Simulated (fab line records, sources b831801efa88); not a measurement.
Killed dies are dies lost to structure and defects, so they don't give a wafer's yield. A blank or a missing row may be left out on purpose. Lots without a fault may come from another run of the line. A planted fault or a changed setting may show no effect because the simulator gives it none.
Which tool did it? | flow sky130 | 24 lots, 72 wafers sampled, at 4 steps of a route of 708

WHAT THE GAUGES READ, wafer by wafer
SKY_VIA2_CD_MEAS_12: target cd 200 nm.
lot  | measured     | on        | cd_nm (nm)
L074 | day 36 13:23 | cd_sem-01 | 200.4 200.0 201.1
L075 | day 36 18:27 | cd_sem-02 | 199.7 199.8 200.2
L076 | day 37 02:37 | cd_sem-02 | 201.6 200.9 201.1
L078 | day 37 11:45 | cd_sem-01 | 197.7 197.8 198.5
L077 | day 37 16:40 | cd_sem-01 | 198.3 199.0 199.1
L079 | day 38 08:25 | cd_sem-01 | 197.7 197.8 198.8
L080 | day 38 09:04 | cd_sem-01 | 200.3 200.0 201.5
L081 | day 38 20:49 | cd_sem-01 | 200.8 200.3 201.0
L082 | day 38 21:25 | cd_sem-01 | 200.2 201.1 199.5
L083 | day 39 03:42 | cd_sem-02 | 199.5 198.3 198.2
L084 | day 39 21:04 | cd_sem-01 | 200.1 199.7 199.3
L085 | day 39 22:36 | cd_sem-01 | 200.4 202.0 203.3
L086 | day 40 07:00 | cd_sem-01 | 196.8 198.0 197.1
L087 | day 40 10:58 | cd_sem-02 | 199.0 198.8 199.7
L088 | day 40 22:03 | cd_sem-02 | 195.9 196.1 197.5
L089 | day 41 06:39 | cd_sem-02 | 200.3 199.7 199.5
L091 | day 41 16:01 | cd_sem-02 | 202.6 202.9 202.4
L090 | day 41 16:22 | cd_sem-01 | 199.9 198.7 199.8
L092 | day 42 04:10 | cd_sem-02 | 198.8 200.2 199.7
L093 | day 42 12:33 | cd_sem-01 | 201.0 199.5 201.2
L094 | day 42 21:05 | cd_sem-01 | 201.3 200.2 201.9
L097 | day 43 07:01 | cd_sem-01 | 199.6 198.7 201.8
L095 | day 43 07:18 | cd_sem-02 | 200.6 200.5 200.3
L096 | day 43 10:55 | cd_sem-02 | 199.3 199.2 199.5

SKY_CAPM_THK_MEAS_04: measures by xrf.
lot  | measured     | on            | CAPM_TIN_THK (nm)
L074 | day 36 15:41 | film_metro-04 | 201.1 202.1 199.9
L075 | day 36 20:32 | film_metro-03 | 200.5 198.3 200.7
L076 | day 37 04:58 | film_metro-03 | 191.5 192.4 194.3
L078 | day 37 13:50 | film_metro-03 | 196.0 195.1 196.1
L077 | day 37 18:39 | film_metro-01 | 200.6 200.6 203.4
L079 | day 38 10:25 | film_metro-01 | 199.6 202.0 197.9
L080 | day 38 11:03 | film_metro-01 | 197.9 199.0 201.0
L081 | day 38 22:50 | film_metro-04 | 198.9 197.1 196.2
L082 | day 38 23:25 | film_metro-04 | 198.4 194.6 190.5
L083 | day 39 05:41 | film_metro-04 | 201.4 198.7 199.0
L084 | day 39 23:11 | film_metro-04 | 203.4 199.5 202.6
L085 | day 40 00:44 | film_metro-01 | 195.7 197.1 197.8
L086 | day 40 09:16 | film_metro-01 | 193.0 195.2 197.2
L087 | day 40 13:10 | film_metro-04 | 199.8 201.7 197.8
L088 | day 41 00:04 | film_metro-03 | 197.7 195.6 195.6
L089 | day 41 08:49 | film_metro-01 | 200.5 201.0 199.2
L091 | day 41 18:13 | film_metro-01 | 193.8 196.2 198.9
L090 | day 41 18:25 | film_metro-03 | 199.0 200.3 197.4
L092 | day 42 06:10 | film_metro-01 | 195.3 200.1 199.7
L093 | day 42 14:32 | film_metro-03 | 194.1 194.2 194.8
L094 | day 42 23:05 | film_metro-04 | 195.9 198.0 193.9
L097 | day 43 11:26 | film_metro-03 | 200.5 200.5 200.3
L095 | day 43 12:03 | film_metro-01 | 199.2 202.5 199.0
L096 | day 43 14:23 | film_metro-03 | 198.7 193.2 192.1

SKY_METAL3_CD_MEAS_13: target cd 300 nm.
lot  | measured     | on        | cd_nm (nm)
L074 | day 38 20:28 | cd_sem-02 | 300.1 300.1 300.4
L075 | day 39 00:47 | cd_sem-01 | 301.2 301.5 302.6
L076 | day 39 08:54 | cd_sem-01 | 303.5 302.8 302.7
L078 | day 39 17:54 | cd_sem-02 | 301.4 301.4 300.7
L077 | day 39 22:05 | cd_sem-01 | 299.3 299.0 298.8
L079 | day 40 12:18 | cd_sem-01 | 301.1 299.1 301.7
L080 | day 40 13:19 | cd_sem-02 | 300.8 301.3 302.4
L081 | day 41 00:21 | cd_sem-02 | 302.6 301.4 303.3
L082 | day 41 00:45 | cd_sem-01 | 299.7 301.5 300.0
L083 | day 41 07:55 | cd_sem-01 | 302.9 300.9 301.8
L084 | day 41 22:59 | cd_sem-02 | 299.1 299.7 298.0
L085 | day 42 01:07 | cd_sem-01 | 300.6 300.5 300.7
L086 | day 42 09:33 | cd_sem-01 | 299.0 298.7 299.7
L087 | day 42 12:42 | cd_sem-01 | 299.1 300.7 299.9
L088 | day 42 23:42 | cd_sem-01 | 300.5 300.7 300.4
L089 | day 43 08:18 | cd_sem-01 | 300.7 301.4 301.9
L091 | day 43 18:02 | cd_sem-02 | 300.5 300.4 301.4
L090 | day 43 18:19 | cd_sem-02 | 299.7 299.1 299.8
L092 | day 44 05:03 | cd_sem-01 | 301.4 300.2 300.7
L093 | day 44 12:34 | cd_sem-02 | 299.6 299.9 299.8
L094 | day 44 19:01 | cd_sem-02 | 302.9 301.2 302.9
L097 | day 45 06:22 | cd_sem-02 | 298.9 297.0 296.4
L095 | day 45 07:32 | cd_sem-01 | 301.0 299.7 299.9
L096 | day 45 11:32 | cd_sem-01 | 301.5 301.7 301.7

WHICH TOOL RAN EACH LOT (tool, then ch and the chambers of the sampled wafers, then the start)
lot  | SKY_CAPM_CVD_00
L074 | pecvd-03 ch 0,1,2, day 36 15:22
L075 | pecvd-03 ch 0,1, day 36 20:14
L076 | pecvd-01 ch 0,2, day 37 04:38
L078 | pecvd-01 ch 0,2, day 37 13:31
L077 | pecvd-01 ch 0,1, day 37 18:20
L079 | pecvd-01 ch 0,2, day 38 10:06
L080 | pecvd-03 ch 0,2, day 38 10:44
L081 | pecvd-01 ch 0,1,2, day 38 22:31
L082 | pecvd-02 ch 1,2, day 38 23:05
L083 | pecvd-02 ch 0,1, day 39 05:23
L084 | pecvd-03 ch 0,1, day 39 22:52
L085 | pecvd-02 ch 1,2, day 40 00:25
L086 | pecvd-02 ch 0,1, day 40 08:56
L087 | pecvd-03 ch 0,1,2, day 40 12:51
L088 | pecvd-02 ch 0,2, day 40 23:44
L089 | pecvd-01 ch 0,1,2, day 41 08:29
L091 | pecvd-03 ch 1,2, day 41 17:53
L090 | pecvd-01 ch 0,2, day 41 18:06
L092 | pecvd-02 ch 1,2, day 42 05:51
L093 | pecvd-01 ch 0,1,2, day 42 14:13
L094 | pecvd-02 ch 0,2, day 42 22:46
L097 | pecvd-02 ch 0, day 43 11:07
L095 | pecvd-01 ch 0, day 43 11:43
L096 | pecvd-03 ch 0,1,2, day 43 14:04
- SKY_CAPM_CVD_00: deposits SiO2, target thk 15.5 nm.

WHAT THE TOOLS THEMSELVES READ (means of the sampled wafers that have a number; where no wafer has one, the mark that the record gives instead)
SKY_CAPM_CVD_00.
lot  | tool     | heater_power_w (W)
L074 | pecvd-03 | 852
L075 | pecvd-03 | 742
L076 | pecvd-01 | 775
L078 | pecvd-01 | 728
L077 | pecvd-01 | 720
L079 | pecvd-01 | 701
L080 | pecvd-03 | 862
L081 | pecvd-01 | 711
L082 | pecvd-02 | 609
L083 | pecvd-02 | 736
L084 | pecvd-03 | 713
L085 | pecvd-02 | 700
L086 | pecvd-02 | 793
L087 | pecvd-03 | 829
L088 | pecvd-02 | 714
L089 | pecvd-01 | 682
L091 | pecvd-03 | 875
L090 | pecvd-01 | 696
L092 | pecvd-02 | 627
L093 | pecvd-01 | 742
L094 | pecvd-02 | 720
L097 | pecvd-02 | 843
L095 | pecvd-01 | 767
L096 | pecvd-03 | 861

THE ANSWER, worked out from the rows above alone
Rule: what is usual is taken from the lots themselves. Put in order of their means at a reading, lots are off if they are a third of the lots or fewer, leave a main group of 4 or more, and stand apart from it by a gap of 3 or more times the standard deviation of the main group's means; of several such gaps the widest counts. A main group whose means are all the same, to the digits that the tables above print for the reading, isn't used. A lot without any number at a reading at which 4 lots or more have one is off too. The other lots that the step has rows for count as sound. The gauges are gone through in route order, then the tools' own readings, and for those a lot's mean is taken as printed above. The first step at which some lot is off is used, and at that step the reading that is off furthest; a lot without a number counts as furthest.
No lot is off at any reading shown: from this, nothing can be told.

WHAT THE SIMULATOR HAD PUT IN
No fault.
